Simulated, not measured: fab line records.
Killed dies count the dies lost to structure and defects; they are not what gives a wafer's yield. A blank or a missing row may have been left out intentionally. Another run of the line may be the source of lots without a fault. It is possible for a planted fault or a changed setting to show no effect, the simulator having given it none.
fab line records	flow sky130
record lots=6	wafers=18	last-day=50
route steps=708 shown LDD_P@263 LDD_HVN@267 PAD_OPEN@708
lots that met no fault: taken from a fault-free run of the same line
start-h: hours from the record's opening day to when the first of the lot's shown wafers began	wait-h: hours from the lot's prior step to this one	" repeats the value in the row above	L1.1+2: several wafers, shown together as one row	- no value, or no start was given	* or withheld: withheld	< > ~ a bound
route shown NAME@n: NAME is a module with steps in the file, n the number in the route of the first one	usual: mean/standard deviation taken from wafers without a fault	same: alike in all rows	chamber/n: place in a boat	sites: per-site readings	_std_site: the standard deviation of these	_edge_site: the outer-site mean with the inner-site mean subtracted	radius-mm: for every site, how far away it sits from the centre of the wafer	mask NAME#n: copy n	behind: the last tool/chamber to shape the wafer	hold: reason for holding the lot/hours on hold/outcome of the hold	device: whichever transistor did not switch (one of n, p or np)	end of line: the route-end tests of the same wafers	step lacking rows: just its recipe	killed: count of dies lost to structure and defects at first sort (not the wafer's yield)	map: per-die view of a wafer (x killed, . not killed, _ where there is no die)
set.NAME: setting as actually run; set.NAME@STEP: the setting as run at that earlier step	model.NAME: the simulator's own value behind a step, which no gauge read
lots seen at some steps along the route; tables by step, rows by wafer
services: when a tool's chamber went out of use (start-h, in hours from the record's first day, below 0 if earlier), for how many hours, and the reason
## steps
# step SKY_LDD_P_OVL_MEAS_08
# usual LDD_P_OVL=0.1/1.6
lot.wafer	tool	chamber	start-h	wait-h	LDD_P_OVL[nm]
L113.1	overlay-01	-	437.15	0.1	1.9
L113.4	"	-	"	"	0.4
L113.6	"	-	"	"	1.8
L123.1	overlay-01	-	539.19	0.1	-0.4
L123.3	"	-	"	"	1.0
L123.5	"	-	"	"	-0.5
L124.2	overlay-01	-	547.55	0.1	4.2
L124.3	"	-	"	"	2.5
L124.6	"	-	"	"	2.9
L133.2	overlay-01	-	623.51	0.1	1.0
L133.3	"	-	"	"	1.4
L133.6	"	-	"	"	0.4
L135.2	overlay-01	-	627.45	0.1	-2.5
L135.3	"	-	"	"	0.2
L135.6	"	-	"	"	-1.5
L134.1	overlay-01	-	628.85	0.1	1.6
L134.5	"	-	"	"	2.5
L134.6	"	-	"	"	0.0
# step SKY_LDD_P_IMPLANT_09
# recipe species=BF2	energy-kev=25	dose-cm2=1e+13	tilt-deg=withheld
# step SKY_LDD_P_STRIP_10
# recipe chemistry=O2/N2	power-w=1400	pressure-mtorr=1500	platen-temp-c=withheld	o2-flow-sccm=3000	n2-flow-sccm=300	overash-fraction=0.5
# usual drypump-motor-current-A=5.87/0.25	oes-product-au=0.716/0.0045	strip-time-to-endpoint-s=14.17/0.039
lot.wafer	tool	chamber	start-h	wait-h	drypump-motor-current-A	oes-product-au	rf-hours-counter-h	strip-time-to-endpoint-s
L113.1	plasma-asher-04	1	437.34	0.1	5.96	0.725	1	14.22
L113.4	"	0	"	"	6.29	0.710	-	14.18
L113.6	"	1	"	"	5.98	0.716	-	14.17
L123.1	plasma-asher-04	1	539.38	0.1	5.96	0.717	11	14.18
L123.3	"	0	"	"	6.27	0.716	-	14.12
L123.5	"	0	"	"	6.26	0.719	-	14.16
L124.2	plasma-asher-02	1	547.73	0.1	5.77	0.725	43	14.13
L124.3	"	0	"	"	5.60	0.717	-	14.21
L124.6	"	0	"	"	5.61	0.717	-	14.15
L133.2	plasma-asher-04	0	623.69	0.1	6.22	0.711	19	14.25
L133.3	"	0	"	"	6.25	0.721	-	14.21
L133.6	"	1	"	"	5.95	0.711	-	14.18
L135.2	plasma-asher-01	1	627.63	0.1	6.04	0.717	93	14.18
L135.3	"	1	"	"	6.01	0.711	-	14.19
L135.6	"	1	"	"	6.03	0.717	-	14.19
L134.1	plasma-asher-01	1	629.04	0.1	5.99	0.716	93	14.15
L134.5	"	1	"	"	6.04	0.713	-	14.22
L134.6	"	0	"	"	5.57	0.713	-	14.18
# step SKY_LDD_P_TW_MEAS_11
# usual LDD_P_TW=642/6.6
lot.wafer	tool	chamber	start-h	wait-h	LDD_P_TW
L113.1	film-metro-04	-	437.44	0.1	635
L113.4	"	-	"	"	631
L113.6	"	-	"	"	634
L123.1	film-metro-01	-	539.48	0.1	641
L123.3	"	-	"	"	640
L123.5	"	-	"	"	642
L124.2	film-metro-02	-	547.84	0.1	652
L124.3	"	-	"	"	651
L124.6	"	-	"	"	647
L133.2	film-metro-02	-	623.80	0.1	653
L133.3	"	-	"	"	651
L133.6	"	-	"	"	650
L135.2	film-metro-02	-	627.74	0.1	652
L135.3	"	-	"	"	650
L135.6	"	-	"	"	651
L134.1	film-metro-02	-	629.14	0.1	651
L134.5	"	-	"	"	648
L134.6	"	-	"	"	650
# step SKY_LDD_HVN_DEHYDRATE_00
# recipe temp-c=200	time-s=60
# step SKY_LDD_HVN_HMDS_01
# recipe prime-time-s=60	prime-temp-c=120
# step SKY_LDD_HVN_COAT_02
# recipe resist=NOVOLAK	spin-rpm=3000	resist-thk-nm=300
# step SKY_LDD_HVN_SOFTBAKE_03
# recipe temp-c=88.93	time-s=60	resist=NOVOLAK
# step SKY_LDD_HVN_EXPOSE_04
# recipe mask-id=HVNTM	na=0.6	source-shape=conventional	sigma-outer=0.6	polarization=unpolarized	target-cd-nm=700	dose-mj=127
# step SKY_LDD_HVN_PEB_05
# recipe temp-c=withheld	time-s=*	resist=NOVOLAK
# step SKY_LDD_HVN_DEVELOP_06
# recipe resist=NOVOLAK	developer=TMAH	develop-time-s=60	dev-temp-c=23
# step SKY_LDD_HVN_OVL_MEAS_07
# usual LDD_HVN_OVL=-0.7/1.7
lot.wafer	tool	chamber	start-h	wait-h	LDD_HVN_OVL[nm]
L113.1	overlay-01	-	468.24	0.1	0.2
L113.4	"	-	"	"	1.7
L113.6	"	-	"	"	0.1
L123.1	overlay-01	-	568.93	0.1	2.2
L123.3	"	-	"	"	0.1
L123.5	"	-	"	"	0.9
L124.2	overlay-02	-	577.58	0.1	-2.0
L124.3	"	-	"	"	-2.9
L124.6	"	-	"	"	-4.5
L133.2	overlay-02	-	652.69	0.1	-3.0
L133.3	"	-	"	"	-3.8
L133.6	"	-	"	"	-4.4
L135.2	overlay-01	-	656.33	0.1	-0.4
L135.3	"	-	"	"	2.3
L135.6	"	-	"	"	2.5
L134.1	overlay-01	-	658.47	0.1	-1.2
L134.5	"	-	"	"	-2.8
L134.6	"	-	"	"	-1.5
# step SKY_LDD_HVN_IMPLANT_08
# recipe species=P	energy-kev=60	dose-cm2=3.054e+13	tilt-deg=40
# usual beam-energy-keV=60.004/0.017
lot.wafer	tool	chamber	start-h	wait-h	beam-energy-keV	model.implant.rp-nm	model.implant.drp-nm
L113.1	implanter-01	0	468.28	0.0	60.017	55.25	28.15
L113.4	"	0	"	"	60.014	55.25	28.15
L113.6	"	0	"	"	60.023	55.25	28.15
L123.1	implanter-04	0	568.97	0.0	74.342	70.24	33.91
L123.3	"	0	"	"	74.363	70.24	33.91
L123.5	"	0	"	"	74.367	70.24	33.91
L124.2	implanter-04	0	577.63	0.0	74.370	69.27	33.91
L124.3	"	0	"	"	74.354	69.27	33.91
L124.6	"	0	"	"	74.343	69.27	33.91
L133.2	implanter-04	0	652.74	0.0	59.996	55.51	28.15
L133.3	"	0	"	"	60.037	55.51	28.15
L133.6	"	0	"	"	60.003	55.51	28.15
L135.2	implanter-04	0	656.38	0.0	59.977	56.87	28.15
L135.3	"	0	"	"	60.007	56.87	28.15
L135.6	"	0	"	"	60.023	56.87	28.15
L134.1	implanter-02	0	658.51	0.0	59.985	55.61	28.15
L134.5	"	0	"	"	60.030	55.61	28.15
L134.6	"	0	"	"	60.002	55.61	28.15
# step SKY_LDD_HVN_STRIP_09
# recipe chemistry=O2/N2	power-w=1400	pressure-mtorr=1500	platen-temp-c=withheld	o2-flow-sccm=3000	n2-flow-sccm=300	overash-fraction=0.5
# usual drypump-motor-current-A=5.9/0.31	oes-product-au=0.409/0.0047	strip-time-to-endpoint-s=4.149/0.016
lot.wafer	tool	chamber	start-h	wait-h	drypump-motor-current-A	oes-product-au	rf-hours-counter-h	strip-time-to-endpoint-s
L113.1	plasma-asher-02	0	468.43	0.1	5.6	0.408	35	4.140
L113.4	"	1	"	"	5.7	0.403	-	4.129
L113.6	"	1	"	"	5.7	0.398	-	4.124
L123.1	plasma-asher-03	0	569.12	0.1	6.5	0.399	75	4.158
L123.3	"	0	"	"	6.5	0.406	-	4.170
L123.5	"	1	"	"	6.0	0.416	-	4.139
L124.2	plasma-asher-03	1	577.76	0.1	6.0	0.405	75	4.156
L124.3	"	1	"	"	6.0	0.410	-	4.149
L124.6	"	0	"	"	6.4	0.409	-	4.138
L133.2	plasma-asher-03	0	652.87	0.1	6.4	0.408	83	4.143
L133.3	"	1	"	"	6.0	0.407	-	4.155
L133.6	"	0	"	"	6.4	0.413	-	4.141
L135.2	plasma-asher-03	1	656.51	0.1	6.0	0.415	83	4.180
L135.3	"	1	"	"	6.0	0.409	-	4.157
L135.6	"	1	"	"	6.0	0.408	-	4.175
L134.1	plasma-asher-01	1	658.66	0.1	6.0	0.410	96	4.136
L134.5	"	0	"	"	5.6	0.410	-	4.121
L134.6	"	1	"	"	6.0	0.408	-	4.112
# step SKY_LDD_HVN_TW_MEAS_10
# usual LDD_HVN_TW=1460/11
lot.wafer	tool	chamber	start-h	wait-h	hold	LDD_HVN_TW
L113.1	film-metro-02	-	468.53	0.1	-	1470
L113.4	"	-	"	"	-	1464
L113.6	"	-	"	"	-	1461
L123.1	film-metro-02	-	569.22	0.1	await-dispo/0.2h/release	1560
L123.3	"	-	"	"	await-dispo/0.2h/release	1560
L123.5	"	-	"	"	await-dispo/0.2h/release	1544
L123.1	film-metro-02	-	569.44	0.2	-	1554
L123.3	"	-	"	"	-	1545
L123.5	"	-	"	"	-	1559
L124.2	film-metro-01	-	577.87	0.1	await-dispo/0.2h/release	1546
L124.3	"	-	"	"	await-dispo/0.2h/release	1550
L124.6	"	-	"	"	await-dispo/0.2h/release	1542
L124.2	film-metro-01	-	578.20	0.3	-	1547
L124.3	"	-	"	"	-	1546
L124.6	"	-	"	"	-	1546
L133.2	film-metro-01	-	652.98	0.1	-	1453
L133.3	"	-	"	"	-	1463
L133.6	"	-	"	"	-	1463
L135.2	film-metro-03	-	656.62	0.1	-	1451
L135.3	"	-	"	"	-	1443
L135.6	"	-	"	"	-	1450
L134.1	film-metro-01	-	658.76	0.1	-	1458
L134.5	"	-	"	"	-	1472
L134.6	"	-	"	"	-	1458
# step SKY_PAD_OPEN_PROBE_99
# usual killed_at_M0_to_M3=44/7	killed_at_M4_up=3.2/2	killed-at-contacts=25/5.3	killed-at-front-end=15/4.3	killed-at-other=0.3/0.54	killed-dies=86/8.7	killed-open=47/6.4	killed-short=39/5.6
# same gross-dies=492	killed-at-back-side=0
lot.wafer	tool	chamber	start-h	wait-h	killed_at_M0_to_M3	killed_at_M4_up	killed-at-contacts	killed-at-front-end	killed-at-other	killed-dies	killed-open	killed-short	model.etest.tip_n_5v.rs-ohm-sq	model.etest.nfet-g5v0d10v5.r-on-ohm-um	model.etest.nfet-g5v0d10v5.drive-ua-um	model.etest.ring_5v.delay-ps	model.etest.nfet-g5v0d10v5.vt-sat-v	model.etest.nfet-g5v0d10v5.vt-v
L113.1	prober-02	-	1075.72	0.1	42	3	27	15	0	87	45	42	1385	1933	599.9	45.2	0.7656	0.8211
L113.4	prober-02	-	1075.87	0.2	43	2	21	20	0	86	47	39	1391	1936	596.2	45.96	0.7758	0.8318
L113.6	prober-02	-	1075.97	0.2	52	3	23	15	0	93	53	39	1381	1905	599.2	45.32	0.7688	0.8236
L123.1	prober-02	-	1144.05	0.1	31	1	32	7	1	72	43	29	1253	1874	633.8	44.36	0.7053	0.776
L123.3	prober-02	-	1144.15	0.2	45	5	27	11	1	89	38	50	1247	1858	625.9	44.53	0.7273	0.7989
L123.5	prober-02	-	1144.25	0.2	35	3	14	12	1	65	34	31	1259	1848	628.6	44.71	0.7188	0.7893
L124.2	prober-01	-	1146.51	0.1	38	0	31	17	0	86	52	34	1247	1865	614.1	44.92	0.7251	0.7966
L124.3	prober-01	-	1146.56	0.2	51	1	20	12	1	85	52	33	1250	1844	616.9	44.61	0.7354	0.8089
L124.6	prober-01	-	1146.71	0.2	44	3	41	13	0	101	59	41	1248	1880	609.8	45.1	0.7339	0.8101
L133.2	prober-02	-	1191.95	0.1	49	8	36	10	1	104	59	45	1397	1910	588.3	45.33	0.792	0.848
L133.3	prober-02	-	1192.00	0.2	48	2	24	15	0	89	48	41	1392	1911	591.4	46.06	0.774	0.8317
L133.6	prober-02	-	1192.15	0.2	36	0	34	16	0	86	42	44	1394	1914	592.4	45.97	0.7832	0.8385
L135.2	prober-01	-	1193.59	0.1	48	4	30	11	0	93	58	35	1381	1870	606.7	45.18	0.7841	0.8397
L135.3	prober-01	-	1193.64	0.2	48	3	35	11	0	97	58	39	1376	1884	591	44.93	0.7821	0.8418
L135.6	prober-01	-	1193.79	0.2	56	5	19	19	0	99	52	47	1385	1914	585.9	44.73	0.7847	0.8434
L134.1	prober-02	-	1198.36	0.1	42	3	27	14	0	86	44	42	1383	1951	572.3	46.11	0.7802	0.8399
L134.5	prober-02	-	1198.56	0.2	37	2	21	19	0	79	34	45	1385	1925	582.5	45.67	0.7743	0.8358
L134.6	prober-02	-	1198.61	0.2	33	3	40	19	0	95	53	42	1389	1935	583.7	45.41	0.7791	0.8415
# killed by level:class
L113.1 CONTACT:geometric-particle:open=13 VIA1:geometric-particle:open=9 METAL1:geometric-particle:short=9 LI_CONTACT:geometric-particle:open=6 VIA1:geometric-particle:short=6 FIELD_ISO:geometric-particle:short=5 VIA2:geometric-particle:open=5 VIA3:geometric-particle:open=5
L113.4 VIA1:geometric-particle:open=9 VIA3:geometric-particle:open=8 CONTACT:geometric-particle:open=8 FIELD_ISO:geometric-particle:short=6 VIA1:geometric-particle:short=6 FIELD_ISO:geometric-particle:open=5 POLY_GATE:geometric-particle:open=5 CONTACT:geometric-particle:short=5
L113.6 VIA1:geometric-particle:open=15 LI_CONTACT:geometric-particle:open=12 VIA2:geometric-particle:open=9 VIA1:geometric-particle:short=8 FIELD_ISO:geometric-particle:open=6 METAL2:geometric-particle:short=6 METAL1:geometric-particle:short=5 FIELD_ISO:geometric-particle:short=3
L123.1 CONTACT:geometric-particle:open=14 VIA1:geometric-particle:open=7 LI_CONTACT:geometric-particle:open=6 LI_CONTACT:geometric-particle:short=6 METAL1:geometric-particle:short=5 VIA3:geometric-particle:open=5 VIA2:geometric-particle:open=4 METAL3:geometric-particle:short=4
L123.3 VIA3:geometric-particle:open=10 LI_CONTACT:geometric-particle:open=8 CONTACT:geometric-particle:short=7 VIA1:geometric-particle:open=6 METAL2:geometric-particle:short=6 METAL1:geometric-particle:short=5 VIA1:geometric-particle:short=5 FIELD_ISO:geometric-particle:short=4
L123.5 VIA1:geometric-particle:short=8 VIA1:geometric-particle:open=8 FIELD_ISO:geometric-particle:open=5 LOCAL_INTERCONNECT:geometric-particle:short=5 VIA2:geometric-particle:open=5 VIA3:geometric-particle:open=5 FIELD_ISO:geometric-particle:short=4 CONTACT:geometric-particle:open=4
L124.2 LI_CONTACT:geometric-particle:open=9 VIA2:geometric-particle:open=8 CONTACT:geometric-particle:open=8 VIA1:geometric-particle:open=8 LOCAL_INTERCONNECT:geometric-particle:short=6 METAL2:geometric-particle:short=6 POLY_GATE:geometric-particle:open=5 VIA2:geometric-particle:short=4
L124.3 VIA1:geometric-particle:open=14 METAL2:geometric-particle:short=7 VIA2:geometric-particle:open=7 CONTACT:geometric-particle:open=6 FIELD_ISO:geometric-particle:open=5 CONTACT:geometric-particle:short=5 LI_CONTACT:geometric-particle:open=4 LOCAL_INTERCONNECT:geometric-particle:short=4
L124.6 CONTACT:geometric-particle:open=18 VIA1:geometric-particle:open=11 CONTACT:geometric-particle:short=9 VIA2:geometric-particle:open=8 LI_CONTACT:geometric-particle:open=7 METAL2:geometric-particle:short=7 VIA3:geometric-particle:open=5 LOCAL_INTERCONNECT:geometric-particle:short=4
L133.2 VIA1:geometric-particle:open=18 LOCAL_INTERCONNECT:geometric-particle:short=9 LI_CONTACT:geometric-particle:open=7 VIA2:geometric-particle:open=7 LI_CONTACT:geometric-particle:short=6 CONTACT:geometric-particle:short=6 CONTACT:geometric-particle:open=6 METAL4:geometric-particle:short=5
L133.3 VIA1:geometric-particle:open=12 METAL1:geometric-particle:short=10 LI_CONTACT:geometric-particle:open=8 VIA3:geometric-particle:open=7 CONTACT:geometric-particle:open=6 VIA2:geometric-particle:open=5 METAL3:geometric-particle:short=5 FIELD_ISO:geometric-particle:open=4
L133.6 CONTACT:geometric-particle:open=16 VIA1:geometric-particle:open=8 POLY_GATE:geometric-particle:short=6 LOCAL_INTERCONNECT:geometric-particle:short=6 FIELD_ISO:geometric-particle:open=5 CONTACT:geometric-particle:short=5 METAL1:geometric-particle:short=5 VIA1:geometric-particle:short=5
L135.2 CONTACT:geometric-particle:open=14 VIA1:geometric-particle:open=12 VIA2:geometric-particle:open=11 LI_CONTACT:geometric-particle:open=8 METAL2:geometric-particle:short=7 VIA3:geometric-particle:open=5 CONTACT:geometric-particle:short=5 METAL4:geometric-particle:short=3
L135.3 CONTACT:geometric-particle:open=16 VIA1:geometric-particle:open=10 LI_CONTACT:geometric-particle:open=8 CONTACT:geometric-particle:short=7 METAL1:geometric-particle:short=7 METAL2:geometric-particle:short=7 VIA2:geometric-particle:open=7 VIA3:geometric-particle:open=6
L135.6 VIA1:geometric-particle:open=11 VIA1:geometric-particle:short=10 VIA2:geometric-particle:open=9 FIELD_ISO:geometric-particle:open=7 LI_CONTACT:geometric-particle:open=7 CONTACT:geometric-particle:open=7 VIA3:geometric-particle:open=6 FIELD_ISO:geometric-particle:short=5
L134.1 CONTACT:geometric-particle:open=11 VIA1:geometric-particle:open=9 FIELD_ISO:geometric-particle:open=6 VIA1:geometric-particle:short=6 METAL2:geometric-particle:short=6 LI_CONTACT:geometric-particle:open=5 SPACER:geometric-particle:short=4 LI_CONTACT:geometric-particle:short=4
L134.5 CONTACT:geometric-particle:short=10 VIA1:geometric-particle:open=8 VIA2:geometric-particle:open=6 VIA1:geometric-particle:short=6 VIA3:geometric-particle:open=6 FIELD_ISO:geometric-particle:short=5 POLY_GATE:geometric-particle:short=5 LI_CONTACT:geometric-particle:open=5
L134.6 CONTACT:geometric-particle:open=15 CONTACT:geometric-particle:short=13 VIA1:geometric-particle:open=8 FIELD_ISO:geometric-particle:open=6 VIA2:geometric-particle:open=6 LI_CONTACT:geometric-particle:open=5 POLY_GATE:geometric-particle:open=4 LI_CONTACT:geometric-particle:short=4
## services
tool	chamber	start-h	hours	kind
plasma-asher-04	-	421.25	9.0	pm
plasma-asher-04	0	421.25	9.0	vent-cycle
plasma-asher-04	1	421.25	9.0	vent-cycle
plasma-asher-02	-	425.66	4.3	pm
plasma-asher-04	0	430.25	-	clean
plasma-asher-04	1	430.25	-	clean
plasma-asher-01	-	442.55	13.8	repair
implanter-01	-	455.45	3.8	pm
implanter-04	-	459.14	11.1	repair
implanter-02	-	473.36	105.9	repair
implanter-04	-	480.74	5.0	pm
implanter-02	-	498.30	3.9	repair
implanter-01	-	561.32	99.3	pm
plasma-asher-03	-	585.81	2.8	pm
implanter-04	-	591.83	3.2	pm
plasma-asher-02	-	594.94	8.6	repair
plasma-asher-02	-	621.73	4.0	pm
## key
first-sign step=SKY_LDD_HVN_IMPLANT_08	reading=beam-energy-keV	direction=up	sigmas=99+	usual=*	struck=*
effect step=SKY_LDD_HVN_TW_MEAS_10	reading=visit	direction=added
effect step=SKY_LDD_HVN_TW_MEAS_10	reading=LDD_HVN_TW	direction=up	sigmas=8.3	usual=1460	struck=1550
model-effect step=SKY_LDD_HVN_IMPLANT_08	value=implant.rp-nm	without=55.96	struck=69.75
model-effect step=SKY_PAD_OPEN_PROBE_99	value=etest.tip_n_5v.rs-ohm-sq	without=1369	struck=1251
met-at SKY_LDD_HVN_IMPLANT_08
struck-wafers L123.1,L123.3,L123.5,L124.2,L124.3,L124.6
tester-left-out L123,L124
fault kind=process-parameter-drift	tool=implanter-04	chamber=-	onset-h=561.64	steps=SKY_LDD_HVN_IMPLANT_08	channel=energy-kev	offset=*	shape=step	end-h=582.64	acts-in=*	stated=*
# tester-left-out: of these lots the tester's yield and bins aren't shown, on N5 and GAA mostly nor the transistor test; their killed dies are dies lost to structure and defects alone, not to doping, threshold or leakage, so they don't give the yield
